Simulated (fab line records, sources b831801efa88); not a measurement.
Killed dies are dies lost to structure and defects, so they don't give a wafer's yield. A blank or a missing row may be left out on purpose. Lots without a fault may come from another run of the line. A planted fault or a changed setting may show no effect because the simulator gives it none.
Which tool did it? | flow gf180mcu | 12 lots, 36 wafers sampled, at 5 steps of a route of 602

WHAT THE GAUGES READ, wafer by wafer
GF_PSD_RS_MEAS_14: measures by four-point-probe.
lot  | measured     | on            | NSD_RS (ohm/sq)
L126 | day 14 07:11 | film_metro-01 | 45.99 46.09 46.08
L127 | day 15 03:04 | film_metro-03 | 46.05 46.00 46.08
L128 | day 15 04:01 | film_metro-02 | 46.06 46.04 46.15
L131 | day 16 11:11 | film_metro-03 | 46.00 46.06 46.06
L133 | day 16 21:23 | film_metro-01 | 46.11 46.15 46.26
L138 | day 18 10:13 | film_metro-01 | 46.00 46.19 46.15
L139 | day 18 18:19 | film_metro-02 | 44.73 44.76 44.68
L140 | day 19 07:05 | film_metro-01 | 44.82 44.94 44.70
L141 | day 19 11:13 | film_metro-03 | 46.14 46.15 46.11
L144 | day 20 10:58 | film_metro-01 | 46.12 46.15 46.12
L148 | day 21 19:02 | film_metro-03 | 46.09 46.14 46.16
L149 | day 22 00:44 | film_metro-01 | 46.19 46.31 46.14

GF_PSD_RS_MEAS_15: measures by four-point-probe.
lot  | measured     | on            | PSD_RS (ohm/sq)
L126 | day 14 07:18 | film_metro-01 | 108.60 108.49 108.52
L127 | day 15 03:11 | film_metro-03 | 108.16 108.39 108.40
L128 | day 15 04:08 | film_metro-02 | 108.21 108.31 108.24
L131 | day 16 11:18 | film_metro-03 | 108.21 108.19 108.22
L133 | day 16 21:31 | film_metro-01 | 108.73 108.69 108.55
L138 | day 18 10:20 | film_metro-01 | 108.47 108.55 108.53
L139 | day 18 18:26 | film_metro-02 | 103.50 103.73 103.34
L140 | day 19 07:13 | film_metro-01 | 103.17 103.67 103.51
L141 | day 19 11:20 | film_metro-03 | 108.82 108.66 108.75
L144 | day 20 11:05 | film_metro-01 | 108.70 108.83 108.56
L148 | day 21 19:09 | film_metro-03 | 108.69 108.76 108.60
L149 | day 22 00:52 | film_metro-01 | 108.78 108.91 108.69

GF_CONTACT_CD_MEAS_14: target cd 220 nm.
lot  | measured     | on        | cd_nm (nm)
L126 | day 16 04:13 | cd_sem-01 | 219.5 219.7 219.7
L127 | day 17 01:06 | cd_sem-01 | 217.6 218.8 218.3
L128 | day 17 02:54 | cd_sem-02 | 219.4 219.0 219.1
L131 | day 18 09:58 | cd_sem-02 | 218.1 217.1 217.6
L133 | day 18 21:38 | cd_sem-01 | 220.8 219.3 220.6
L138 | day 20 11:48 | cd_sem-02 | 217.8 219.6 218.3
L139 | day 20 21:20 | cd_sem-02 | 222.5 222.6 222.5
L140 | day 21 10:08 | cd_sem-01 | 221.7 221.2 219.9
L141 | day 21 13:49 | cd_sem-01 | 219.3 220.5 221.1
L144 | day 22 12:29 | cd_sem-01 | 221.6 221.0 220.4
L148 | day 23 18:46 | cd_sem-02 | 221.9 221.4 221.5
L149 | day 23 22:38 | cd_sem-01 | 219.8 218.6 218.9

WHICH TOOL RAN EACH LOT (tool, then ch and the chambers of the sampled wafers, then the start)
lot  | GF_VT_IMPLANT_RTA_45             | GF_PSD_RTA_13
L126 | rtp_anneal-02 ch 0, day 7 11:35  | rtp_anneal-01 ch 0, day 14 07:05
L127 | rtp_anneal-02 ch 0, day 7 19:03  | rtp_anneal-01 ch 0, day 15 02:58
L128 | rtp_anneal-02 ch 0, day 7 23:34  | rtp_anneal-02 ch 0, day 15 03:56
L131 | rtp_anneal-02 ch 0, day 9 08:46  | rtp_anneal-02 ch 0, day 16 11:05
L133 | rtp_anneal-01 ch 0, day 9 14:08  | rtp_anneal-01 ch 0, day 16 21:19
L138 | rtp_anneal-01 ch 0, day 10 17:22 | rtp_anneal-02 ch 0, day 18 10:08
L139 | rtp_anneal-01 ch 0, day 11 02:30 | rtp_anneal-01 ch 0, day 18 18:13
L140 | rtp_anneal-01 ch 0, day 11 10:42 | rtp_anneal-01 ch 0, day 19 07:00
L141 | rtp_anneal-01 ch 0, day 11 16:06 | rtp_anneal-02 ch 0, day 19 11:08
L144 | rtp_anneal-02 ch 0, day 12 12:15 | rtp_anneal-02 ch 0, day 20 10:52
L148 | rtp_anneal-01 ch 0, day 13 16:13 | rtp_anneal-02 ch 0, day 21 18:56
L149 | rtp_anneal-02 ch 0, day 13 19:08 | rtp_anneal-02 ch 0, day 22 00:39
- GF_VT_IMPLANT_RTA_45: time 30 s.
- GF_PSD_RTA_13: time 20 s.

WHAT THE TOOLS THEMSELVES READ (means of the sampled wafers that have a number; where no wafer has one, the mark that the record gives instead)
GF_VT_IMPLANT_RTA_45.
lot  | tool          | lamp_power_pct (%) | wafer_temp_C_max
L126 | rtp_anneal-02 | 36.1               | 1053.6
L127 | rtp_anneal-02 | 36.2               | 1053.0
L128 | rtp_anneal-02 | 36.2               | 1052.9
L131 | rtp_anneal-02 | 36.2               | 1053.2
L133 | rtp_anneal-01 | 33.1               | 1058.4
L138 | rtp_anneal-01 | 33.1               | 1056.5
L139 | rtp_anneal-01 | 33.1               | 1057.7
L140 | rtp_anneal-01 | 33.1               | 1055.8
L141 | rtp_anneal-01 | 33.1               | 1058.0
L144 | rtp_anneal-02 | 36.2               | 1053.5
L148 | rtp_anneal-01 | 33.1               | 1056.8
L149 | rtp_anneal-02 | 36.2               | 1053.7

GF_PSD_RTA_13.
lot  | tool          | lamp_power_pct (%) | wafer_temp_C_max
L126 | rtp_anneal-01 | 31.7               | 1030.5
L127 | rtp_anneal-01 | 31.7               | 1031.2
L128 | rtp_anneal-02 | 34.6               | 1028.1
L131 | rtp_anneal-02 | 34.6               | 1027.6
L133 | rtp_anneal-01 | 31.7               | 1031.4
L138 | rtp_anneal-02 | 34.6               | 1028.5
L139 | rtp_anneal-01 | 32.4               | 1040.1
L140 | rtp_anneal-01 | 32.4               | 1039.6
L141 | rtp_anneal-02 | 34.6               | 1028.1
L144 | rtp_anneal-02 | 34.6               | 1028.2
L148 | rtp_anneal-02 | 34.6               | 1028.2
L149 | rtp_anneal-02 | 34.6               | 1028.5

THE ANSWER, worked out from the rows above alone
Rule: what is usual is taken from the lots themselves. Put in order of their means at a reading, lots are off if they are a third of the lots or fewer, leave a main group of 4 or more, and stand apart from it by a gap of 3 or more times the standard deviation of the main group's means; of several such gaps the widest counts. A main group whose means are all the same, to the digits that the tables above print for the reading, isn't used. A lot without any number at a reading at which 4 lots or more have one is off too. The other lots that the step has rows for count as sound. The gauges are gone through in route order, then the tools' own readings, and for those a lot's mean is taken as printed above. The first step at which some lot is off is used, and at that step the reading that is off furthest; a lot without a number counts as furthest.
Off: L139, L140, at GF_PSD_RS_MEAS_14 (NSD_RS). The main group: mean 46.11 ohm/sq, standard deviation 0.054.
A tool fits if, at a process step before that reading, it ran every lot that is off, and no sound lot after the first of them. The gauges at GF_PSD_RS_MEAS_14 aren't tried: what is off there is off at GF_PSD_RTA_13 too, on other tools, and a gauge's error can't cause that. One fits: rtp_anneal-01 at GF_PSD_RTA_13. Its last sound lot is L133 (day 16 21:19), its first lot that is off L139 (day 18 18:13): a fault that began between those two fits.
The tool's own readings at GF_PSD_RTA_13 bear it out: on the lots that are off they differ by more than 5 times the standard deviation of the sound lots' means. wafer_temp_C_max reads 1039.8 there against 1029.0 on the sound lots.

WHAT THE SIMULATOR HAD PUT IN
Process parameter drift: rtp_anneal-01, from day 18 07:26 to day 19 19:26, at GF_PSD_RTA_13. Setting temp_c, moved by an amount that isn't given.
Lots struck among those shown: L139, L140. The rule above found the same.
